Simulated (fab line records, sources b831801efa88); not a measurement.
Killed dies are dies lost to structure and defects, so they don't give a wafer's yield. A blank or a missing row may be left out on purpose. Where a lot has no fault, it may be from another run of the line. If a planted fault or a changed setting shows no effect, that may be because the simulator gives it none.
Which of the tools did it? + flow sky130 + Sampling: 12 lots, 36 wafers, 2 of 708 route steps

## WHAT THE GAUGES READ, wafer by wafer
SKY_SONOS_ONO_THK_MEAS_05. Usual: SONOS_ONO_CVD_04_THK gives 5.62 nm (standard deviation 0.11).
| lot  | measured     | on           | SONOS_ONO_CVD_04_THK (nm)     | flag |
|------|--------------|--------------|-------------------------------|------|
| L576 | day 11 16:09 | filmMetro-02 | 5.71 5.71 5.80                |      |
| L577 | day 12 04:47 | filmMetro-01 | 5.69 5.73 5.63                |      |
| L579 | day 13 02:52 | filmMetro-02 | 5.72 5.63 5.61                |      |
| L578 | day 13 05:17 | filmMetro-02 | 5.58 5.66 5.70                |      |
| L580 | day 13 14:45 | filmMetro-03 | 5.74 5.82 5.66                |      |
| L582 | day 13 20:38 | filmMetro-02 | 5.54 5.53 5.53                |      |
| L586 | day 15 13:16 | filmMetro-03 | 5.67 5.52 5.59                |      |
| L587 | day 15 21:27 | filmMetro-02 | 5.50 5.55 5.56                |      |
| L589 | day 16 18:41 | filmMetro-03 | 5.68 5.71 5.62                |      |
| L590 | day 17 01:25 | filmMetro-01 | 4.93 5.11 5.17 5.00 5.07 5.12 | OFF  |
| L591 | day 17 09:26 | filmMetro-02 | 5.04 5.09 5.01 4.99 5.09 5.01 | OFF  |
| L599 | day 20 10:58 | filmMetro-02 | 5.63 5.65 5.62                |      |

## WHICH TOOL RAN EACH LOT (tool, then ch and the chambers of the sampled wafers, then the start)
| lot  | SKY_SONOS_ONO_CVD_04        |
|------|-----------------------------|
| L576 | lpcvd-03 ch 0, day 11 14:54 |
| L577 | lpcvd-03 ch 0, day 12 03:32 |
| L579 | lpcvd-03 ch 1, day 13 01:35 |
| L578 | lpcvd-03 ch 0, day 13 04:00 |
| L580 | lpcvd-03 ch 0, day 13 13:30 |
| L582 | lpcvd-03 ch 0, day 13 19:23 |
| L586 | lpcvd-03 ch 1, day 15 11:22 |
| L587 | lpcvd-03 ch 0, day 15 20:11 |
| L589 | lpcvd-03 ch 0, day 16 17:26 |
| L590 | lpcvd-03 ch 1, day 17 00:09 |
| L591 | lpcvd-03 ch 1, day 17 08:10 |
| L599 | lpcvd-03 ch 1, day 20 09:41 |
- SKY_SONOS_ONO_CVD_04: deposits SiO2 from SiH4/N2O, target thk 5.7199 nm.

## AS READ BY THE TOOLS THEMSELVES (means over the sampled wafers that have a number; for cases with no such wafer, the mark the record gives instead)
SKY_SONOS_ONO_CVD_04. Usual: pressureMtorr 399.8 mTorr, standard deviation 0.61; spikeTcCentreC 900.4 C, standard deviation 1.7; spikeTcLowerC 899.7 C, standard deviation 0.93.
| lot  | tool     | pressureMtorr (mTorr) | spikeTcCentreC (C) | spikeTcLowerC (C) | flag |
|------|----------|-----------------------|--------------------|-------------------|------|
| L576 | lpcvd-03 | 399.6                 | 899.3              | 899.3             |      |
| L577 | lpcvd-03 | 399.9                 | 899.6              | 900.0             |      |
| L579 | lpcvd-03 | 399.6                 | 901.5              | 900.0             |      |
| L578 | lpcvd-03 | 399.9                 | 899.8              | 899.2             |      |
| L580 | lpcvd-03 | 399.6                 | 898.8              | 898.9             |      |
| L582 | lpcvd-03 | 399.8                 | 898.7              | 899.4             |      |
| L586 | lpcvd-03 | 399.9                 | 901.7              | 899.2             |      |
| L587 | lpcvd-03 | 399.9                 | 898.2              | 899.7             |      |
| L589 | lpcvd-03 | 399.1                 | 898.5              | 899.8             |      |
| L590 | lpcvd-03 | 319.7                 | 901.9              | 899.7             | OFF  |
| L591 | lpcvd-03 | 319.4                 | 902.9              | 899.3             | OFF  |
| L599 | lpcvd-03 | 400.2                 | 900.9              | 899.3             |      |

## THE ANSWER, worked out from the rows above alone
Rule: lot off if the mean of its wafers having a number is beyond 3 standard deviations from the usual mean. Also off: a lot with no number at a reading for which 4 or more lots have one. The other lots that the step has rows for count as sound. After the gauges, taken in route order, come the tools' own readings; for these a lot's mean is taken, as printed above. At the first step where some lot is off, the reading lying furthest off is the one used; lots without a number count as furthest.
Off: at SKY_SONOS_ONO_THK_MEAS_05 (SONOS_ONO_CVD_04_THK), L590, L591.
If a tool, at a process step before that reading, ran all the lots that are off and no sound lot after the first of them, it fits. The gauges at SKY_SONOS_ONO_THK_MEAS_05 aren't tried: what is off there is off at SKY_SONOS_ONO_CVD_04 too, on other tools, and a gauge's error can't cause that. No candidate that was tried fits.

## WHAT THE SIMULATOR PUT IN
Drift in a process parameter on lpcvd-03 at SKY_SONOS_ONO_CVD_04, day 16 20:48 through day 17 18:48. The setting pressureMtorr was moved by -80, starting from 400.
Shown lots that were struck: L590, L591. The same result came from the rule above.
